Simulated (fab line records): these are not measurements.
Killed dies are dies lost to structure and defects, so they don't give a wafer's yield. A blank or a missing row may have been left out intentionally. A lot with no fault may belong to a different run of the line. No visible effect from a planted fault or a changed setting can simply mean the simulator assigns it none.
Struck lot and sound lot, side by side	flow sky130	14 out of 708 route steps
Sound: these wafers, L815.3, L815.5, L815.6. The struck wafers were L814.1, L814.2, L814.4. Last of all comes the cause.
Per side, at each step with rows, come the tool, then ch with its chambers, and then its first start. Under that, the readings that differ: sound wafers	struck wafers	difference of the means	sigmas: that difference in standard deviations of wafers without a fault.
alike: a reading whose means differ by less than 2 such deviations, as well as words and numbers matching on both sides. not compared: withheld readings; readings where some wafer has no value; bounds like >300 that might hide an equal value; numbers whose values overlap and for which the record gives no deviation.
The two part at a step that has a row with sigmas, a row that says differs or no value, or rows on one side only. When numbers do not overlap yet have no deviation, they are printed without sigmas and do not part them. A reading missing from all wafers of one side parts the sides only when that side holds two or more wafers.

first, 4 steps without rows for these wafers: SKY_LDD_N_IMPLANT_12; SKY_LDD_N_IMPLANT_13; SKY_LDD_N_IMPLANT_14; SKY_LDD_N_IMPLANT_15.
SKY_LDD_N_STRIP_16: strips in O2/N2.
  sound on plasma-asher-01 ch 0,1, day 22 04:10; struck on plasma-asher-02 ch 0,1, day 21 20:23
  alike: drypump-motor-current-A, oes-product-au, strip-time-to-endpoint-s
  not compared: rf-hours-counter-h
SKY_LDD_N_TW_MEAS_17:
  sound on film-metro-03, day 22 04:15; struck on film-metro-04, day 21 20:29
  alike: LDD_N_TW
then, 6 steps without rows for these wafers: SKY_LDD_P_DEHYDRATE_00 (time 60 s); SKY_LDD_P_HMDS_01 (prime time 60 s); SKY_LDD_P_COAT_02 (resist thk 1152 nm); SKY_LDD_P_SOFTBAKE_03 (time 60 s); SKY_LDD_P_EXPOSE_04 (exposes mask PSDM, target cd 380 nm); SKY_LDD_P_PEB_05.
SKY_LDD_P_DEVELOP_06: develop time 60 s.
  sound on litho-track-01 ch 0, day 23 10:06; struck on litho-track-04, day 23 02:59
  no value came back on the struck wafers for chill-plate-temp-C (C), develop-time-s (s), developer-temp-C (C), exhaust-pa (Pa); on the sound wafers chill-plate-temp-C (C) reads 23.15 22.99 23.08
SKY_LDD_P_CD_MEAS_07: the cd target is 380 nm.
  sound on cd-sem-01, day 23 10:14; struck on cd-sem-01, day 23 03:08
reading	sound	struck	difference	sigmas
cd-nm (nm)	382.0 379.8 380.3	- - -	no value on the struck wafers	

== WHERE THEY PART ==
Earliest at SKY_LDD_P_DEVELOP_06; latest, in this record, at SKY_LDD_P_CD_MEAS_07.

WHY: whatever the simulator had introduced
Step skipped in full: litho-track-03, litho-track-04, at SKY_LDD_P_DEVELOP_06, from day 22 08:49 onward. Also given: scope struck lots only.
